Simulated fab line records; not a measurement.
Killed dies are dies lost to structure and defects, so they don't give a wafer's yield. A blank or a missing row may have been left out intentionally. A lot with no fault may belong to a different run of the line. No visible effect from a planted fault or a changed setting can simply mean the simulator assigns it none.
fab line records | flow sky130
[record] lots = 14 wafers = 42 last_day = 50
route steps=708 shown LDD_HVP@288 LDD_LDN@296 SD_P@331 RES_XHIGH@336
lots that met no fault: from a run of the same line without faults
start_h: the number of hours between the record's first day and the start of the first shown wafer of the lot | wait_h: how many hours have passed since the lot's step before this one | " repeats the value in the row above | L1.1+2: several wafers, shown together as one row | - value missing, or start not given | * or withheld: withheld | < > ~ a bound
route shown NAME@n: NAME is a module with steps in the file, n the number in the route of the first one | usual: mean/standard deviation of fault-free wafers | same: alike in all rows | chamber/n: place in a boat | sites: readings site by site | _std_site: the standard deviation of these | _edge_site: inner sites' mean taken away from outer sites' mean | radius_mm: how far each site lies from the wafer's centre | mask NAME#n: copy n | behind: the last tool/chamber to shape the wafer | hold: the reason the lot was held/the length of the hold in hours/how it ended | device: the transistor (n, p or np) that didn't switch | end of line: tests run on the same wafers once the route is complete | a step given without rows: its recipe and nothing more | killed: count of dies lost to structure and defects at first sort (not the wafer's yield) | map: shows each die of a wafer: x if killed, . if not, _ if none is there
set.NAME: the run value of the setting; set.NAME@STEP: its run value at that earlier step | model.NAME: the simulator's own value behind a step, which no gauge read
steps of the route over a sample of lots; a table a step, a row a wafer
services: when a tool's chamber went out of use (start_h, in hours from the record's first day, below 0 if earlier), for how many hours, and the reason
[[steps]]
[step SKY_LDD_HVP_TW_MEAS_10]
[usual] LDD_HVP_TW = 455/3.9
// columns lot.wafer tool chamber start_h wait_h LDD_HVP_TW
L740.1 film_metro-02 - 493.56 0.1 457
L740.2 " - " " 457
L740.3 " - " " 458
L741.1 film_metro-02 - 515.91 0.1 451
L741.2 " - " " 453
L741.5 " - " " 456
L742.2 film_metro-04 - 522.92 0.1 450
L742.4 " - " " 452
L742.5 " - " " 453
L743.2 film_metro-02 - 530.57 0.1 457
L743.3 " - " " 456
L743.5 " - " " 453
L744.2 film_metro-03 - 559.70 0.1 457
L744.3 " - " " 458
L744.5 " - " " 460
L751.2 film_metro-04 - 594.99 0.1 451
L751.5 " - " " 451
L751.6 " - " " 451
L752.2 film_metro-04 - 605.75 0.1 452
L752.3 " - " " 452
L752.5 " - " " 451
L753.4 film_metro-02 - 614.56 0.1 455
L753.5 " - " " 454
L753.6 " - " " 454
L755.3 film_metro-03 - 630.36 0.1 460
L755.4 " - " " 460
L755.5 " - " " 461
L757.2 film_metro-04 - 644.50 0.1 447
L757.4 " - " " 451
L757.6 " - " " 450
L759.1 film_metro-04 - 662.99 0.1 452
L759.3 " - " " 450
L759.6 " - " " 453
L760.1 film_metro-02 - 671.51 0.1 454
L760.3 " - " " 453
L760.6 " - " " 454
L762.1 film_metro-04 - 685.28 0.1 451
L762.3 " - " " 451
L762.4 " - " " 453
L763.2 film_metro-03 - 688.72 0.1 463
L763.3 " - " " 461
L763.4 " - " " 463
[step SKY_LDD_LDN_OVL_MEAS_07]
[usual] LDD_LDN_OVL = 0.7/1.5
// columns lot.wafer tool chamber start_h wait_h LDD_LDN_OVL[nm]
L740.1 overlay-02 - 522.86 0.1 -0.4
L740.2 " - " " 0.1
L740.3 " - " " -1.1
L741.1 overlay-02 - 546.02 0.1 -0.4
L741.2 " - " " -0.5
L741.5 " - " " 1.1
L742.2 overlay-02 - 553.08 0.1 1.8
L742.4 " - " " -0.5
L742.5 " - " " 0.5
L743.2 overlay-02 - 560.63 0.1 0.6
L743.3 " - " " -0.5
L743.5 " - " " -1.4
L744.2 overlay-02 - 589.48 0.1 2.6
L744.3 " - " " 3.6
L744.5 " - " " 3.6
L751.2 overlay-02 - 624.05 0.1 2.7
L751.5 " - " " 0.8
L751.6 " - " " 1.1
L752.2 overlay-02 - 635.00 0.1 2.5
L752.3 " - " " 1.7
L752.5 " - " " 0.7
L753.4 overlay-01 - 643.19 0.1 -0.2
L753.5 " - " " 1.0
L753.6 " - " " 1.4
L755.3 overlay-01 - 658.83 0.1 -1.9
L755.4 " - " " -0.8
L755.5 " - " " 0.4
L757.2 overlay-02 - 672.27 0.1 0.0
L757.4 " - " " -0.2
L757.6 " - " " 0.6
L759.1 overlay-02 - 691.31 0.1 3.3
L759.3 " - " " 3.1
L759.6 " - " " 3.1
L760.1 overlay-02 - 699.55 0.1 0.7
L760.3 " - " " 0.8
L760.6 " - " " 1.8
L762.1 overlay-02 - 713.26 0.1 0.9
L762.3 " - " " 0.7
L762.4 " - " " 0.6
L763.2 overlay-02 - 716.47 0.1 -0.8
L763.3 " - " " 0.5
L763.4 " - " " 0.4
[step SKY_SD_P_TW_MEAS_11]
[usual] SD_P_TW = 2837/18
// columns lot.wafer tool chamber start_h wait_h SD_P_TW
L740.1 film_metro-03 - 585.97 0.1 2850
L740.2 " - " " 2845
L740.3 " - " " 2835
L741.1 film_metro-03 - 607.67 0.1 2840
L741.2 " - " " 2806
L741.5 " - " " 2853
L742.2 film_metro-01 - 614.08 0.1 2804
L742.4 " - " " 2802
L742.5 " - " " 2806
L743.2 film_metro-02 - 622.42 0.1 2828
L743.3 " - " " 2811
L743.5 " - " " 2804
L744.2 film_metro-03 - 650.19 0.1 2859
L744.3 " - " " 2839
L744.5 " - " " 2848
L751.2 film_metro-02 - 684.62 0.1 2833
L751.5 " - " " 2830
L751.6 " - " " 2832
L752.2 film_metro-02 - 694.08 0.1 2837
L752.3 " - " " 2836
L752.5 " - " " 2829
L753.4 film_metro-03 - 701.56 0.1 2852
L753.5 " - " " 2838
L753.6 " - " " 2842
L755.3 film_metro-02 - 717.03 0.1 2843
L755.4 " - " " 2831
L755.5 " - " " 2822
L757.2 film_metro-02 - 732.09 0.1 2810
L757.4 " - " " 2808
L757.6 " - " " 2818
L759.1 film_metro-02 - 751.26 0.1 2832
L759.3 " - " " 2830
L759.6 " - " " 2822
L760.1 film_metro-02 - 757.36 0.1 2829
L760.3 " - " " 2832
L760.6 " - " " 2826
L762.1 film_metro-03 - 771.03 0.1 2864
L762.3 " - " " 2863
L762.4 " - " " 2858
L763.2 film_metro-02 - 774.73 0.1 2846
L763.3 " - " " 2837
L763.4 " - " " 2831
[step SKY_RES_XHIGH_EXPOSE_04]
[recipe] mask_id = URPM na = 0.6 source_shape = conventional sigma_outer = 0.6 polarization = unpolarized target_cd_nm = 1270 dose_mj = 140
[usual] exposure_dose_mJ_cm2 = 140.01/0.12 focus_offset_nm = -0.1/0.5
// columns lot.wafer tool chamber start_h wait_h mask exposure_dose_mJ_cm2 focus_offset_nm
L740.1 iline_stepper-02 0 600.37 - URPM#0 140.08 0.5
L740.2 " 0 " " URPM#0 140.11 0.0
L740.3 " 0 " " URPM#0 139.94 0.0
L741.1 iline_stepper-02 0 622.50 - URPM#0 139.81 0.2
L741.2 " 0 " " URPM#0 140.04 0.1
L741.5 " 0 " " URPM#0 140.18 0.1
L742.2 iline_stepper-02 0 628.07 - URPM#0 140.22 -0.6
L742.4 " 0 " " URPM#0 140.17 -1.9
L742.5 " 0 " " URPM#0 140.12 -0.8
L743.2 iline_stepper-02 - 636.22 - URPM#0 - -
L743.3 " - " " URPM#0 - -
L743.5 " - " " URPM#0 - -
L744.2 iline_stepper-01 - 664.64 - URPM#0 - -
L744.3 " - " " URPM#0 - -
L744.5 " - " " URPM#0 - -
L751.2 iline_stepper-02 0 699.19 - URPM#0 139.81 -0.4
L751.5 " 0 " " URPM#0 140.07 -0.2
L751.6 " 0 " " URPM#0 139.96 0.0
L752.2 iline_stepper-02 0 707.97 - URPM#0 140.20 -0.6
L752.3 " 0 " " URPM#0 140.13 -0.4
L752.5 " 0 " " URPM#0 140.08 -0.4
L753.4 iline_stepper-01 0 715.23 - URPM#0 140.10 -0.2
L753.5 " 0 " " URPM#0 140.15 0.0
L753.6 " 0 " " URPM#0 140.02 -0.1
L755.3 iline_stepper-02 0 730.89 - URPM#0 139.96 1.3
L755.4 " 0 " " URPM#0 139.87 0.7
L755.5 " 0 " " URPM#0 139.94 0.7
L757.2 iline_stepper-01 0 746.14 - URPM#0 139.74 -0.1
L757.4 " 0 " " URPM#0 140.06 0.5
L757.6 " 0 " " URPM#0 140.08 0.1
L759.1 iline_stepper-01 0 764.54 - URPM#0 140.10 0.0
L759.3 " 0 " " URPM#0 140.00 -0.1
L759.6 " 0 " " URPM#0 139.98 0.8
L760.1 iline_stepper-02 0 770.12 - URPM#0 140.06 -0.4
L760.3 " 0 " " URPM#0 139.93 -0.5
L760.6 " 0 " " URPM#0 140.00 -0.7
L762.1 iline_stepper-02 0 785.00 - URPM#0 139.81 -0.3
L762.3 " 0 " " URPM#0 140.04 -0.1
L762.4 " 0 " " URPM#0 139.91 -0.1
L763.2 iline_stepper-02 0 787.89 - URPM#0 140.01 0.5
L763.3 " 0 " " URPM#0 140.12 -0.1
L763.4 " 0 " " URPM#0 140.07 0.1
[step SKY_RES_XHIGH_TW_MEAS_09]
[usual] RES_XHIGH_TW = 1646/12
// columns lot.wafer tool chamber start_h wait_h RES_XHIGH_TW
L740.1 film_metro-03 - 615.15 0.1 1640
L740.2 " - " " 1642
L740.3 " - " " 1640
L741.1 film_metro-01 - 636.30 0.1 1634
L741.2 " - " " 1637
L741.5 " - " " 1640
L742.2 film_metro-03 - 643.06 0.1 1659
L742.4 " - " " 1659
L742.5 " - " " 1652
L743.2 film_metro-01 - 651.26 0.1 30
L743.3 " - " " 30
L743.5 " - " " 30
L744.2 film_metro-03 - 678.56 0.1 31
L744.3 " - " " 30
L744.5 " - " " 30
L751.2 film_metro-02 - 712.96 0.1 1635
L751.5 " - " " 1630
L751.6 " - " " 1636
L752.2 film_metro-02 - 722.33 0.1 1633
L752.3 " - " " 1640
L752.5 " - " " 1639
L753.4 film_metro-01 - 729.34 0.1 1643
L753.5 " - " " 1646
L753.6 " - " " 1646
L755.3 film_metro-03 - 745.04 0.1 1645
L755.4 " - " " 1646
L755.5 " - " " 1663
L757.2 film_metro-03 - 759.71 0.1 1645
L757.4 " - " " 1646
L757.6 " - " " 1650
L759.1 film_metro-03 - 778.10 0.1 1655
L759.3 " - " " 1659
L759.6 " - " " 1658
L760.1 film_metro-03 - 783.57 0.1 1666
L760.3 " - " " 1666
L760.6 " - " " 1657
L762.1 film_metro-01 - 798.30 0.1 1636
L762.3 " - " " 1643
L762.4 " - " " 1640
L763.2 film_metro-03 - 801.31 0.1 1645
L763.3 " - " " 1649
L763.4 " - " " 1648
[[services]]
// columns tool chamber start_h hours kind
iline_stepper-01 - 584.45 2.0 repair
iline_stepper-02 - 624.67 1.2 repair
iline_stepper-02 - 710.38 1.7 pm
iline_stepper-02 - 744.87 4.3 pm
iline_stepper-02 - 762.90 2.1 pm
iline_stepper-02 - 764.99 - consumable_replace:lamp
iline_stepper-01 - 784.81 1.7 pm
[[key]]
[first_sign] step = SKY_RES_XHIGH_EXPOSE_04 reading = tool_record direction = missing
[effect] step = SKY_RES_XHIGH_TW_MEAS_09 reading = RES_XHIGH_TW direction = down sigmas = 99+ usual = 1646 struck = 30
met_at SKY_RES_XHIGH_EXPOSE_04
struck_lots L743,L744
sort_left_out L743.2,L743.3,L743.5,L744.2,L744.3,L744.5
tester_left_out L743,L744
not_acting_at SKY_LDD_HVP_TW_MEAS_10,SKY_LDD_LDN_OVL_MEAS_07,SKY_SD_P_TW_MEAS_11
onset_between 628.07 636.22
[fault] kind = skipped_step_whole tool = iline_stepper-01,iline_stepper-02 chamber = - onset_h = 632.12 steps = SKY_RES_XHIGH_EXPOSE_04 scope = struck_lots_only
// tester_left_out: of these lots the tester's yield and bins aren't shown, on N5 and GAA mostly nor the transistor test; their killed dies are dies lost to structure and defects alone, not to doping, threshold or leakage, so they don't give the yield
// sort_left_out: the simulated sort isn't trusted on such a fault, so these wafers' sort isn't shown, and their yield isn't known
